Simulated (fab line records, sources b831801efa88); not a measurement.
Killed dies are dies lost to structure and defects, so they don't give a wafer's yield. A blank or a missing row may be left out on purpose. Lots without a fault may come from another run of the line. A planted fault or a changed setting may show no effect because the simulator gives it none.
fab line records | flow sky130
record lots=5 wafers=15 last_day=49
route steps=708 shown SONOS_TUNNEL@160 SONOS_ONO@168 GATE_OXIDE@187 PAD_OPEN@708
lots that met no fault: from a run of the same line without faults
start_h: hours from the record's first day to the start of the lot's first wafer shown | wait_h: hours since the lot's step before | " the same as in the row above | L1.1+2: a row that stands for several wafers | - no value, or no start given | * or withheld: withheld | < > ~ a bound
route shown NAME@n: a module of which the file shows steps, and the number in the route of the first | usual: mean/standard deviation of fault-free wafers | same: alike in all rows | chamber/n: place in a boat | sites: the reading at each site | _std_site: their standard deviation | _edge_site: outer sites' mean less inner sites' | radius_mm: how far each site lies from the wafer's centre | mask NAME#n: copy n | behind: the tool/chamber that last shaped the wafer | hold: why the lot was held/for how many hours/how that ended | device: the transistor (n, p or np) that didn't switch | end of line: the same wafers' tests at the end of the route | a step without rows: its recipe alone | killed: dies lost to structure and defects at the first sort, not the wafer's yield | map: a wafer's dies, x killed, . not, _ none there
set.NAME: the setting as run; set.NAME@STEP: as run at that earlier step | model.NAME: the simulator's own value behind a step, which no gauge read
lots at some steps of the route; a table a step, a row a wafer
services: from which hour (start_h, from the record's first day; less than 0 if before it) a tool's chamber was out of use, for how many hours, and why
## steps
# step SKY_SONOS_TUNNEL_DEVELOP_06
# recipe resist=NOVOLAK developer=TMAH develop_time_s=60 dev_temp_c=23
# step SKY_SONOS_TUNNEL_CD_MEAS_07
# recipe target_cd_nm=410
# usual cd_nm=410.6/2.4
# columns lot.wafer tool chamber start_h wait_h cd_nm
L240.1 cd_sem-02 - 291.79 0.1 408.6
L240.2 " - " " 408.8
L240.3 " - " " 406.1
L241.1 cd_sem-01 - 297.15 0.1 411.3
L241.2 " - " " 411.3
L241.6 " - " " 410.8
L245.2 cd_sem-01 - 325.62 0.1 412.4
L245.3 " - " " 413.0
L245.4 " - " " 411.3
L246.2 cd_sem-01 - 334.66 0.1 408.3
L246.5 " - " " 410.0
L246.6 " - " " 409.5
L254.3 cd_sem-02 - 397.93 0.1 409.8
L254.4 " - " " 409.8
L254.6 " - " " 409.3
# step SKY_SONOS_TUNNEL_OVL_MEAS_08
# usual SONOS_TUNNEL_OVL=0.2/1.2
# columns lot.wafer tool chamber start_h wait_h SONOS_TUNNEL_OVL[nm]
L240.1 overlay-02 - 291.91 0.1 0.1
L240.2 " - " " 0.0
L240.3 " - " " -0.3
L241.1 overlay-02 - 297.27 0.1 -1.4
L241.2 " - " " -3.6
L241.6 " - " " -1.5
L245.2 overlay-01 - 325.73 0.1 1.0
L245.3 " - " " 2.0
L245.4 " - " " 2.4
L246.2 overlay-01 - 334.77 0.1 0.4
L246.5 " - " " 0.5
L246.6 " - " " 3.0
L254.3 overlay-01 - 398.02 0.1 -0.3
L254.4 " - " " 1.8
L254.6 " - " " -0.1
# step SKY_SONOS_TUNNEL_IMPLANT_09
# recipe species=B energy_kev=20 dose_cm2=1e+12 tilt_deg=withheld
# step SKY_SONOS_TUNNEL_WET_ETCH_10
# recipe chemistry=dHF target_depth_nm=14 target=SiO2 dilution=100:1 temp_c=25 time_s=280
# step SKY_SONOS_TUNNEL_STRIP_11
# recipe chemistry=SPM time_s=600 temp_c=130
# step SKY_SONOS_TUNNEL_TW_MEAS_12
# usual SONOS_TUNNEL_TW=194.9/2.1
# columns lot.wafer tool chamber start_h wait_h SONOS_TUNNEL_TW
L240.1 film_metro-04 - 292.36 0.0 193.9
L240.2 " - " " 195.1
L240.3 " - " " 193.8
L241.1 film_metro-04 - 297.72 0.0 194.7
L241.2 " - " " 192.9
L241.6 " - " " 194.2
L245.2 film_metro-03 - 326.18 0.0 196.2
L245.3 " - " " 198.4
L245.4 " - " " 198.1
L246.2 film_metro-03 - 335.22 0.0 199.1
L246.5 " - " " 197.6
L246.6 " - " " 197.3
L254.3 film_metro-04 - 398.50 0.0 192.8
L254.4 " - " " 192.8
L254.6 " - " " 192.3
# step SKY_SONOS_TUNNEL_CLEAN_13
# recipe chemistry=dHF time_s=20 dilution=100:1 dry=ipa_marangoni
# step SKY_SONOS_ONO_OXIDATION_00
# recipe temp_c=800 ambient=O2 idle_temp_c=700 ramp_up_c_per_min=10 ramp_down_c_per_min=3 stabilise_s=600 purge_s=300 target_thk_a=26 ox_time_s=1249
# step SKY_SONOS_ONO_THK_MEAS_01
# recipe reads=SiO2_of_SONOS_ONO_OXIDATION_00
# usual SONOS_ONO_OXIDATION_THK=2.61/0.062
# columns lot.wafer tool chamber start_h wait_h SONOS_ONO_OXIDATION_THK[nm]
L240.1 film_metro-04 - 294.27 0.0 2.69
L240.2 " - " " 2.65
L240.3 " - " " 2.60
L241.1 film_metro-02 - 299.15 0.0 2.59
L241.2 " - " " 2.58
L241.6 " - " " 2.60
L245.2 film_metro-01 - 329.85 0.0 2.64
L245.3 " - " " 2.66
L245.4 " - " " 2.63
L246.2 film_metro-04 - 338.40 0.0 2.57
L246.5 " - " " 2.52
L246.6 " - " " 2.59
L254.3 film_metro-01 - 399.92 0.0 2.62
L254.4 " - " " 2.54
L254.6 " - " " 2.63
# step SKY_SONOS_ONO_CVD_02
# recipe material=Si3N4 precursor=DCS/NH3 target_thk_nm=10.5 temp_c=770 time_s=180 pressure_mtorr=250
# step SKY_SONOS_ONO_THK_MEAS_03
# recipe reads=Si3N4_of_SONOS_ONO_CVD_02
# usual SONOS_ONO_CVD_02_THK=10.45/0.14
# columns lot.wafer tool chamber start_h wait_h SONOS_ONO_CVD_02_THK[nm]
L240.1 film_metro-02 - 295.38 0.0 10.64
L240.2 " - " " 10.56
L240.3 " - " " 10.59
L241.1 film_metro-04 - 300.89 0.0 10.23
L241.2 " - " " 10.22
L241.6 " - " " 10.16
L245.2 film_metro-02 - 332.65 0.0 10.29
L245.3 " - " " 10.22
L245.4 " - " " 10.22
L246.2 film_metro-01 - 341.35 0.0 10.51
L246.5 " - " " 10.49
L246.6 " - " " 10.51
L254.3 film_metro-01 - 401.03 0.0 10.48
L254.4 " - " " 10.50
L254.6 " - " " 10.58
# step SKY_SONOS_ONO_CVD_04
# recipe material=SiO2 precursor=SiH4/N2O target_thk_nm=5.7199 temp_c=900 pressure_mtorr=400
# usual spike_tc_bottom_C=918.2/1.9 spike_tc_centre_C=901.6/0.99 spike_tc_lower_C=900.8/1.2 spike_tc_top_C=911.2/1.7 spike_tc_upper_C=899.8/1 susceptor_temp_C=900.0/0.39 zone_power_centre_pct=18.54/0.27 zone_power_lower_pct=16.8/0.98
# columns lot.wafer tool chamber start_h wait_h spike_tc_bottom_C spike_tc_centre_C spike_tc_lower_C spike_tc_top_C spike_tc_upper_C susceptor_temp_C zone_power_centre_pct zone_power_lower_pct model.SiO2_of_SONOS_ONO_CVD_04.thk_nm
L240.1 lpcvd-03 0 295.44 0.1 917.1 903.5 900.1 911.2 902.4 900.0 18.04 18.0 5.763
L240.2 " 0 " " 917.3 902.8 901.1 913.2 900.0 899.6 18.22 17.9 5.663
L240.3 " 0 " " 917.3 902.0 899.0 912.5 901.0 899.7 18.42 17.8 5.788
L241.1 lpcvd-03 0 300.95 0.1 914.3 901.9 899.6 913.3 900.5 899.8 18.13 17.8 5.733
L241.2 " 0 " " 916.7 902.2 899.5 913.0 900.3 899.1 18.30 18.0 5.738
L241.6 " 0 " " 915.2 901.8 897.6 913.4 900.2 899.9 18.11 17.8 5.748
L245.2 lpcvd-03 0 332.70 0.0 916.0 901.7 901.4 911.2 898.6 900.1 18.45 17.9 5.628
L245.3 " 0 " " 917.9 902.4 898.6 914.6 899.3 899.8 18.56 17.9 5.645
L245.4 " 0 " " 918.5 901.3 900.8 911.5 899.8 899.7 18.58 17.7 5.63
L246.2 lpcvd-03 1 341.40 0.0 918.9 902.1 900.1 910.8 900.7 900.2 18.48 16.1 5.737
L246.5 " 1 " " 920.0 901.3 900.9 910.7 899.1 899.4 18.51 16.2 5.744
L246.6 " 1 " " 919.1 901.4 901.1 910.2 899.3 899.7 18.67 15.9 5.699
L254.3 lpcvd-03 0 401.07 0.0 966.7 952.4 950.8 963.7 951.6 950.6 20.90 20.0 9.011
L254.4 " 0 " " 968.9 953.4 951.1 962.8 951.2 951.1 21.00 20.4 9.044
L254.6 " 0 " " 968.7 952.3 951.8 964.1 950.8 950.8 20.95 20.1 8.951
# step SKY_SONOS_ONO_THK_MEAS_05
# recipe reads=SiO2_of_SONOS_ONO_CVD_04
# usual SONOS_ONO_CVD_04_THK=5.70/0.097
# columns lot.wafer tool chamber start_h wait_h SONOS_ONO_CVD_04_THK[nm]
L240.1 film_metro-04 - 296.69 0.0 5.78
L240.2 " - " " 5.66
L240.3 " - " " 5.77
L241.1 film_metro-04 - 302.20 0.0 5.75
L241.2 " - " " 5.76
L241.6 " - " " 5.74
L245.2 film_metro-04 - 333.96 0.0 5.64
L245.3 " - " " 5.65
L245.4 " - " " 5.66
L246.2 film_metro-02 - 342.66 0.0 5.77
L246.5 " - " " 5.79
L246.6 " - " " 5.74
L254.3 film_metro-02 - 402.34 0.0 9.01
L254.4 " - " " 8.99
L254.6 " - " " 8.94
# step SKY_SONOS_ONO_DEHYDRATE_06
# recipe temp_c=200 time_s=60
# step SKY_SONOS_ONO_HMDS_07
# recipe prime_time_s=60 prime_temp_c=120
# step SKY_SONOS_ONO_COAT_08
# recipe resist=NOVOLAK spin_rpm=3000 resist_thk_nm=1140
# step SKY_SONOS_ONO_SOFTBAKE_09
# recipe temp_c=90 time_s=60 resist=NOVOLAK
# step SKY_SONOS_ONO_EXPOSE_10
# recipe mask_id=ONOM target_cd_nm=410 na=0.6 source_shape=conventional sigma_outer=0.6 dose_mj=150
# step SKY_SONOS_ONO_PEB_11
# recipe temp_c=withheld time_s=* resist=NOVOLAK
# step SKY_SONOS_ONO_DEVELOP_12
# recipe develop_time_s=60 dev_temp_c=23
# step SKY_SONOS_ONO_CD_MEAS_13
# recipe target_cd_nm=410
# usual cd_nm=409.6/2.3
# columns lot.wafer tool chamber start_h wait_h cd_nm
L240.1 cd_sem-01 - 322.79 0.1 409.6
L240.2 " - " " 409.4
L240.3 " - " " 412.9
L241.1 cd_sem-02 - 327.85 0.1 409.2
L241.2 " - " " 408.8
L241.6 " - " " 407.4
L245.2 cd_sem-01 - 360.97 0.1 410.8
L245.3 " - " " 409.0
L245.4 " - " " 409.9
L246.2 cd_sem-01 - 370.01 0.1 413.7
L246.5 " - " " 414.2
L246.6 " - " " 413.7
L254.3 cd_sem-01 - 433.13 0.1 407.0
L254.4 " - " " 408.2
L254.6 " - " " 406.4
# step SKY_SONOS_ONO_OVL_MEAS_14
# usual SONOS_ONO_OVL=0.4/1.3
# columns lot.wafer tool chamber start_h wait_h SONOS_ONO_OVL[nm]
L240.1 overlay-02 - 322.91 0.1 0.6
L240.2 " - " " -0.3
L240.3 " - " " 1.9
L241.1 overlay-02 - 327.97 0.1 0.8
L241.2 " - " " 0.9
L241.6 " - " " 0.5
L245.2 overlay-02 - 361.08 0.1 -0.3
L245.3 " - " " 0.1
L245.4 " - " " -2.1
L246.2 overlay-01 - 370.11 0.1 1.4
L246.5 " - " " 0.7
L246.6 " - " " 0.5
L254.3 overlay-02 - 433.22 0.1 -0.6
L254.4 " - " " -1.7
L254.6 " - " " 0.1
# step SKY_SONOS_ONO_ETCH_15
# recipe target_depth_nm=19.52 chemistry=CHF3/O2 source_w=600 bias_w=200 pressure_mtorr=40 chf3_flow_sccm=50 O2_flow_sccm=5 time_s=7.8
# usual drypump_motor_current_A=6.0/0.46 oes_product_au=1.002/0.0077 throttle_valve_pct=8.826/0.0084
# columns lot.wafer tool chamber start_h wait_h drypump_motor_current_A oes_product_au rf_hours_counter_h throttle_valve_pct
L240.1 rie_diel-04 2 322.94 0.0 6.4 1.002 0 8.834
L240.2 " 1 " " 6.1 1.001 4 8.834
L240.3 " 3 " " 5.2 1.008 6 8.838
L241.1 rie_diel-04 1 328.01 0.0 6.1 0.996 4 8.835
L241.2 " 2 " " 6.3 0.999 0 8.830
L241.6 " 2 " " 6.4 0.997 - 8.822
L245.2 rie_diel-04 2 361.11 0.0 6.4 1.002 1 8.820
L245.3 " 1 " " 6.2 0.996 5 8.825
L245.4 " 3 " " 5.3 1.006 6 8.825
L246.2 rie_diel-04 2 370.14 0.0 6.3 1.001 1 8.824
L246.5 " 2 " " 6.3 1.006 - 8.837
L246.6 " 3 " " 5.3 1.004 - 8.832
L254.3 rie_diel-03 1 433.24 0.0 5.9 1.003 31 8.807
L254.4 " 3 " " 5.6 1.014 30 8.834
L254.6 " 1 " " 5.8 0.996 - 8.832
# step SKY_SONOS_ONO_WET_ETCH_16
# recipe chemistry=dHF target_depth_nm=14 dry=n2_spin target=SiO2 dilution=100:1 temp_c=25 time_s=280
# step SKY_SONOS_ONO_STRIP_17
# recipe chemistry=O2/N2 power_w=1400 pressure_mtorr=1500 platen_temp_c=withheld o2_flow_sccm=3000 n2_flow_sccm=300 overash_fraction=0.5
# usual drypump_motor_current_A=5.54/0.18 oes_product_au=0.710/0.0047 strip_time_to_endpoint_s=14.10/0.039
# columns lot.wafer tool chamber start_h wait_h drypump_motor_current_A oes_product_au rf_hours_counter_h strip_time_to_endpoint_s
L240.1 plasma_asher-04 0 323.05 0.0 5.59 0.711 51 14.04
L240.2 " 1 " " 5.91 0.713 51 14.04
L240.3 " 1 " " 5.95 0.707 - 14.06
L241.1 plasma_asher-02 0 328.13 0.0 5.48 0.709 62 14.08
L241.2 " 1 " " 5.38 0.719 62 14.12
L241.6 " 1 " " 5.38 0.710 - 14.09
L245.2 plasma_asher-03 0 361.22 0.0 5.48 0.715 68 14.14
L245.3 " 1 " " 5.43 0.702 - 14.15
L245.4 " 0 " " 5.45 0.712 - 14.17
L246.2 plasma_asher-02 1 370.26 0.0 5.39 0.715 65 14.13
L246.5 " 0 " " 5.46 0.709 - 14.09
L246.6 " 1 " " 5.39 0.704 - 14.09
L254.3 plasma_asher-03 1 433.38 0.0 5.42 0.716 - 14.09
L254.4 " 0 " " 5.51 0.712 - 14.08
L254.6 " 0 " " 5.54 0.715 - 14.02
# step SKY_SONOS_ONO_WET_ETCH_18
# recipe chemistry=H3PO4 target_depth_nm=15 target=Si3N4 temp_c=160 time_s=172
# step SKY_GATE_OXIDE_CLEAN_00
# recipe chemistry=SC1/SC2 mix=1:4:20 temp_c=70 time_s=150 dry=n2_spin
# step SKY_GATE_OXIDE_OXIDATION_01
# recipe temp_c=900 ambient=O2 stabilise_s=600 purge_s=300 target_thk_a=102.68 ox_time_s=1473
# step SKY_GATE_OXIDE_THK_MEAS_02
# recipe reads=SiO2_of_GATE_OXIDE_OXIDATION_01
# usual GATE_OXIDE_OXIDATION_00_THK=10.31/0.18
# columns lot.wafer tool chamber start_h wait_h GATE_OXIDE_OXIDATION_00_THK[nm]
L240.1 film_metro-01 - 326.73 0.0 9.91
L240.2 " - " " 10.01
L240.3 " - " " 10.05
L241.1 film_metro-01 - 331.25 0.0 10.35
L241.2 " - " " 10.79
L241.6 " - " " 10.40
L245.2 film_metro-02 - 363.47 0.0 10.40
L245.3 " - " " 10.41
L245.4 " - " " 10.52
L246.2 film_metro-03 - 371.93 0.0 10.19
L246.5 " - " " 10.08
L246.6 " - " " 10.09
L254.3 film_metro-02 - 435.00 0.0 10.18
L254.4 " - " " 10.16
L254.6 " - " " 10.43
# step SKY_GATE_OXIDE_DEHYDRATE_03
# recipe temp_c=200 time_s=60
# step SKY_GATE_OXIDE_HMDS_04
# recipe prime_time_s=60 prime_temp_c=120
# step SKY_GATE_OXIDE_COAT_05
# recipe resist=NOVOLAK spin_rpm=3000 resist_thk_nm=1140
# step SKY_GATE_OXIDE_SOFTBAKE_06
# recipe temp_c=90 time_s=60 resist=NOVOLAK
# step SKY_GATE_OXIDE_EXPOSE_07
# recipe mask_id=LVOM na=0.6 source_shape=conventional sigma_outer=0.6 polarization=unpolarized target_cd_nm=600 dose_mj=170
# step SKY_GATE_OXIDE_PEB_08
# recipe temp_c=withheld time_s=* resist=NOVOLAK
# step SKY_GATE_OXIDE_DEVELOP_09
# recipe resist=NOVOLAK developer=TMAH develop_time_s=60 dev_temp_c=23
# step SKY_GATE_OXIDE_OVL_MEAS_10
# usual GATE_OXIDE_OVL=0.1/1.3
# columns lot.wafer tool chamber start_h wait_h GATE_OXIDE_OVL[nm]
L240.1 overlay-02 - 353.54 0.1 0.2
L240.2 " - " " 0.8
L240.3 " - " " 0.2
L241.1 overlay-02 - 358.50 0.1 0.4
L241.2 " - " " 0.6
L241.6 " - " " 0.7
L245.2 overlay-01 - 391.90 0.1 -0.3
L245.3 " - " " 0.2
L245.4 " - " " -0.1
L246.2 overlay-01 - 400.80 0.1 1.0
L246.5 " - " " -1.1
L246.6 " - " " -0.6
L254.3 overlay-02 - 466.31 0.1 0.6
L254.4 " - " " 0.3
L254.6 " - " " 0.4
# step SKY_GATE_OXIDE_IMPLANT_11
# recipe species=B energy_kev=10 dose_cm2=2.6e+12 tilt_deg=withheld
# step SKY_GATE_OXIDE_WET_ETCH_12
# recipe chemistry=dHF target_depth_nm=16.8 dry=n2_spin target=SiO2 dilution=100:1 temp_c=25 time_s=336
# step SKY_GATE_OXIDE_STRIP_13
# recipe chemistry=O2/N2 power_w=1400 pressure_mtorr=1500 platen_temp_c=withheld o2_flow_sccm=3000 n2_flow_sccm=300 overash_fraction=0.5
# usual drypump_motor_current_A=5.7/0.33 oes_product_au=0.715/0.0044 strip_time_to_endpoint_s=14.17/0.046
# columns lot.wafer tool chamber start_h wait_h drypump_motor_current_A oes_product_au rf_hours_counter_h strip_time_to_endpoint_s
L240.1 plasma_asher-01 1 353.83 0.0 6.3 0.720 23 14.19
L240.2 " 0 " " 5.8 0.719 23 14.17
L240.3 " 0 " " 5.8 0.719 - 14.16
L241.1 plasma_asher-01 0 358.80 0.0 5.8 0.715 24 14.29
L241.2 " 1 " " 6.4 0.722 24 14.27
L241.6 " 0 " " 5.8 0.713 - 14.20
L245.2 plasma_asher-01 0 392.18 0.0 5.8 0.710 27 14.17
L245.3 " 0 " " 5.8 0.718 - 14.20
L245.4 " 1 " " 6.4 0.711 - 14.13
L246.2 plasma_asher-02 0 401.09 0.0 5.5 0.716 68 14.16
L246.5 " 0 " " 5.5 0.711 - 14.16
L246.6 " 1 " " 5.4 0.720 - 14.18
L254.3 plasma_asher-01 1 466.72 0.0 6.3 0.726 - 14.10
L254.4 " 0 " " 5.8 0.714 - 14.10
L254.6 " 1 " " 6.3 0.710 - 14.08
# step SKY_GATE_OXIDE_TW_MEAS_14
# usual GATE_OXIDE_TW=224.5/2.4
# columns lot.wafer tool chamber start_h wait_h GATE_OXIDE_TW
L240.1 film_metro-01 - 353.93 0.1 225.5
L240.2 " - " " 224.9
L240.3 " - " " 225.5
L241.1 film_metro-02 - 358.90 0.1 221.4
L241.2 " - " " 220.1
L241.6 " - " " 221.8
L245.2 film_metro-03 - 392.29 0.1 223.6
L245.3 " - " " 224.9
L245.4 " - " " 224.6
L246.2 film_metro-02 - 401.20 0.1 221.4
L246.5 " - " " 221.3
L246.6 " - " " 220.6
L254.3 film_metro-02 - 466.81 0.1 220.8
L254.4 " - " " 221.1
L254.6 " - " " 220.5
# step SKY_GATE_OXIDE_CLEAN_15
# recipe chemistry=SC1/SC2 mix=1:4:20 temp_c=70 time_s=150 dry=n2_spin
# columns lot.wafer tool chamber start_h wait_h model.SiO2_of_SONOS_ONO_CVD_04.thk_nm
L240.1 wet_bench-04 1 353.99 0.1 4.229
L240.2 " 1 " " 4.129
L240.3 " 1 " " 4.255
L241.1 wet_bench-04 2 358.96 0.1 4.22
L241.2 " 2 " " 4.224
L241.6 " 2 " " 4.231
L245.2 wet_bench-04 2 392.34 0.0 4.116
L245.3 " 2 " " 4.138
L245.4 " 2 " " 4.118
L246.2 wet_bench-03 2 401.25 0.0 4.229
L246.5 " 2 " " 4.24
L246.6 " 2 " " 4.192
L254.3 wet_bench-04 1 466.85 0.0 7.488
L254.4 " 1 " " 7.527
L254.6 " 1 " " 7.427
# step SKY_PAD_OPEN_PROBE_99
# usual killed_at_M0_to_M3=44/7.1 killed_at_M4_up=3.0/1.9 killed_at_contacts=25/5.6 killed_at_front_end=14/4.1 killed_at_other=0.2/0.44 killed_dies=86/9.1 killed_open=47/7.4 killed_short=39/5.7
# same gross_dies=492 killed_at_back_side=0
# columns lot.wafer tool chamber start_h wait_h killed_at_M0_to_M3 killed_at_M4_up killed_at_contacts killed_at_front_end killed_at_other killed_dies killed_open killed_short
L240.1 prober-02 - 1103.59 0.1 46 2 22 9 1 80 43 37
L240.2 prober-02 - 1103.64 0.1 35 7 20 12 0 74 38 36
L240.3 prober-02 - 1103.69 0.2 40 5 26 14 0 85 49 36
L241.1 prober-01 - 1108.95 0.1 41 0 27 14 0 82 47 35
L241.2 prober-01 - 1109.00 0.1 58 4 27 12 0 101 58 43
L241.6 prober-01 - 1109.20 0.2 45 0 18 20 0 83 49 34
L246.2 prober-01 - 1140.17 0.1 50 6 22 12 0 90 55 35
L246.5 prober-01 - 1140.32 0.2 44 3 20 18 0 85 41 44
L246.6 prober-01 - 1140.37 0.2 42 4 19 14 1 80 47 33
L254.3 prober-02 - 1174.70 0.2 45 1 20 13 0 79 41 38
L254.4 prober-02 - 1174.75 0.2 50 1 26 11 0 88 42 46
L254.6 prober-02 - 1174.85 0.2 40 5 22 11 2 80 48 32
# killed by level:class
L240.1 VIA1:geometric_particle:open=9 VIA2:geometric_particle:open=8 LI_CONTACT:geometric_particle:open=7 CONTACT:geometric_particle:open=5 METAL2:geometric_particle:short=5 LOCAL_INTERCONNECT:geometric_particle:short=4 METAL3:geometric_particle:short=4 METAL1:geometric_particle:short=4
L240.2 CONTACT:geometric_particle:open=9 VIA1:geometric_particle:open=8 METAL1:geometric_particle:short=7 METAL4:geometric_particle:short=6 VIA2:geometric_particle:open=5 VIA3:geometric_particle:open=5 POLY_GATE:geometric_particle:open=4 LI_CONTACT:geometric_particle:open=4
L240.3 VIA1:geometric_particle:open=13 LI_CONTACT:geometric_particle:open=9 CONTACT:geometric_particle:open=8 VIA3:geometric_particle:short=6 VIA3:geometric_particle:open=5 FIELD_ISO:geometric_particle:short=4 POLY_GATE:geometric_particle:open=4 LI_CONTACT:geometric_particle:short=4
L241.1 CONTACT:geometric_particle:open=12 VIA3:geometric_particle:open=11 VIA1:geometric_particle:open=9 VIA1:geometric_particle:short=5 LI_CONTACT:geometric_particle:open=4 LOCAL_INTERCONNECT:geometric_particle:short=4 METAL2:geometric_particle:short=4 POLY_GATE:geometric_particle:open=3
L241.2 LI_CONTACT:geometric_particle:open=11 VIA1:geometric_particle:open=11 METAL2:geometric_particle:short=9 CONTACT:geometric_particle:open=8 VIA2:geometric_particle:open=8 VIA3:geometric_particle:short=6 METAL1:geometric_particle:short=6 VIA3:geometric_particle:open=5
L241.6 VIA1:geometric_particle:open=14 LI_CONTACT:geometric_particle:open=9 FIELD_ISO:geometric_particle:short=6 VIA3:geometric_particle:open=6 VIA2:geometric_particle:open=5 FIELD_ISO:geometric_particle:open=4 VIA1:geometric_particle:short=4 METAL1:geometric_particle:short=4
L246.2 VIA1:geometric_particle:open=12 CONTACT:geometric_particle:open=9 VIA2:geometric_particle:open=8 VIA3:geometric_particle:open=7 LI_CONTACT:geometric_particle:open=6 VIA1:geometric_particle:short=5 METAL2:geometric_particle:short=5 METAL4:geometric_particle:short=5
L246.5 METAL2:geometric_particle:short=12 VIA1:geometric_particle:open=8 FIELD_ISO:geometric_particle:open=7 VIA2:geometric_particle:open=7 POLY_GATE:geometric_particle:short=5 CONTACT:geometric_particle:open=5 LI_CONTACT:geometric_particle:open=4 CONTACT:geometric_particle:short=4
L246.6 VIA1:geometric_particle:open=11 CONTACT:geometric_particle:open=9 VIA2:geometric_particle:open=7 VIA1:geometric_particle:short=6 METAL1:geometric_particle:short=5 LOCAL_INTERCONNECT:geometric_particle:short=4 FIELD_ISO:geometric_particle:short=3 FIELD_ISO:geometric_particle:open=3
L254.3 LI_CONTACT:geometric_particle:open=9 VIA1:geometric_particle:open=9 METAL2:geometric_particle:short=6 VIA1:geometric_particle:short=6 METAL3:geometric_particle:short=6 VIA3:geometric_particle:open=6 CONTACT:geometric_particle:open=5 VIA2:geometric_particle:open=5
L254.4 CONTACT:geometric_particle:open=10 VIA1:geometric_particle:open=10 VIA3:geometric_particle:open=8 CONTACT:geometric_particle:short=7 METAL1:geometric_particle:short=7 VIA1:geometric_particle:short=6 LI_CONTACT:geometric_particle:short=5 METAL2:geometric_particle:short=5
L254.6 VIA1:geometric_particle:open=12 LI_CONTACT:geometric_particle:open=8 VIA2:geometric_particle:open=8 VIA3:geometric_particle:open=7 CONTACT:geometric_particle:open=7 METAL4:geometric_particle:short=5 POLY_GATE:geometric_particle:short=3 LOCAL_INTERCONNECT:geometric_particle:short=3
## services
# columns tool chamber start_h hours kind
rie_diel-04 2 291.42 - clean
rie_diel-04 2 291.42 17.1 scheduled_down
rie_diel-04 2 291.42 17.1 vent_cycle
plasma_asher-03 - 306.76 8.0 repair
wet_bench-04 - 313.86 2.4 repair
rie_diel-04 3 337.64 12.1 repair
plasma_asher-02 - 343.67 8.5 repair
rie_diel-04 - 364.61 0.7 repair
rie_diel-04 1 372.71 3.6 repair
rie_diel-04 - 379.05 0.1 repair
rie_diel-04 0 379.94 - clean
rie_diel-04 0 379.94 13.7 scheduled_down
rie_diel-04 0 379.94 13.7 vent_cycle
wet_bench-03 - 383.72 3.1 repair
plasma_asher-04 - 384.51 4.2 repair
plasma_asher-02 - 421.25 9.0 pm
plasma_asher-02 0 421.25 9.0 vent_cycle
plasma_asher-02 1 421.25 9.0 vent_cycle
plasma_asher-02 0 430.25 - clean
plasma_asher-02 1 430.25 - clean
rie_diel-03 3 448.04 4.5 repair
rie_diel-03 - 448.54 0.6 repair
rie_diel-04 0 461.78 2.0 repair
## key
first_sign step=SKY_SONOS_ONO_CVD_04 reading=susceptor_temp_C direction=up sigmas=99+ usual=* struck=*
effect step=SKY_SONOS_ONO_CVD_04 reading=spike_tc_centre_C direction=up sigmas=52 usual=901.6 struck=952.7
effect step=SKY_SONOS_ONO_THK_MEAS_05 reading=SONOS_ONO_CVD_04_THK direction=up sigmas=34 usual=5.70 struck=8.98
model_effect step=SKY_SONOS_ONO_CVD_04 value=SiO2_of_SONOS_ONO_CVD_04.thk_nm without=5.582 struck=9.002
model_effect step=SKY_GATE_OXIDE_CLEAN_15 value=SiO2_of_SONOS_ONO_CVD_04.thk_nm without=4.061 struck=7.481
met_at SKY_SONOS_ONO_CVD_04
struck_wafers L254.3,L254.4,L254.6
tester_left_out L254
onset_between 332.70 401.07
fault kind=process_parameter_drift tool=lpcvd-03 chamber=0 onset_h=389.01 steps=SKY_SONOS_ONO_CVD_04 channel=temp_c offset=* shape=step end_h=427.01 stated=*
# tester_left_out: of these lots the tester's yield and bins aren't shown, on N5 and GAA mostly nor the transistor test; their killed dies are dies lost to structure and defects alone, not to doping, threshold or leakage, so they don't give the yield
